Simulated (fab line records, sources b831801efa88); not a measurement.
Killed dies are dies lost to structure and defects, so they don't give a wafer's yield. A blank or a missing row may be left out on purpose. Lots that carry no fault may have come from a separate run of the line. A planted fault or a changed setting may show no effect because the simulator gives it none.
Chamber matching ; flow sfq-line ; SFQ_TRILAYER_A5B_CMP_CMP_130 on cmp-01: 4 sister chambers
The step polishes, stops on Nb, target thk 340.7 nm. 16 wafers are shown with their chamber, then 8 later ones without.

## WAFERS PAIRED WITH THEIR CHAMBERS
wafer;chamber;motor-current-A (A);slurry-flow-ml-min
L547.4;2;9.8;150.8
L547.1;0;10.9;150.8
L547.6;3;10.6;150.5
L549.1;0;10.6;149.7
L549.3;2;9.7;150.0
L549.6;0;10.0;149.4
L550.4;0;10.6;149.6
L550.5;1;10.2;149.9
L550.6;0;11.5;149.4
L551.1;3;10.2;150.2
L551.3;1;10.2;149.9
L551.5;3;10.0;150.3
L554.2;0;10.4;149.7
L554.3;3;10.1;149.9
L554.6;3;10.1;151.1
L555.1;0;10.7;149.8

SIGNATURES (means of the wafers above)
reading;chamber 0;chamber 1;chamber 2;chamber 3;scatter within a chamber
motor-current-A;10.671;10.200;9.750;10.200;0.353
slurry-flow-ml-min;149.771;149.900;150.400;150.400;0.456
Rule: distance of a wafer from a chamber = root of the sum over the readings of ((wafer's reading minus chamber's mean) / reading's scatter) squared. If the next closest chamber is less than 2 further off than the closest, the wafer can't be placed; otherwise it belongs to the closest. The scatter is the square root of a quotient: the sum, over the shown wafers, of each reading's squared deviation from its chamber's mean, divided by wafers minus chambers.

## WAFERS WHOSE CHAMBER IS MISSING
wafer;motor-current-A (A);slurry-flow-ml-min
L555.3;10.2;150.5
L555.2;10.1;150.3
L567.1;10.3;150.3
L567.2;10.7;149.7
L567.3;9.2;149.1
L568.2;9.6;150.2
L568.4;10.1;150.2
L568.5;10.0;150.0

## WHICH CHAMBER EACH ONE RAN IN
wafer;from the rows above;in truth
L555.3;can't be placed: 3 or 2 or 1 or 0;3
L555.2;can't be placed: 3 or 1 or 2 or 0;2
L567.1;can't be placed: 3 or 1 or 0 or 2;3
L567.2;can't be placed: 0 or 1 or 3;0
L567.3;can't be placed: 2 or 1 or 3 or 0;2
L568.2;can't be placed: 2 or 3 or 1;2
L568.4;can't be placed: 3 or 1 or 2 or 0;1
L568.5;can't be placed: 1 or 3 or 2 or 0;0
Correctly placed: 0 of 8. Not placeable from these rows: 8 (in 8, the candidates include the true chamber). 0 placed wrongly.
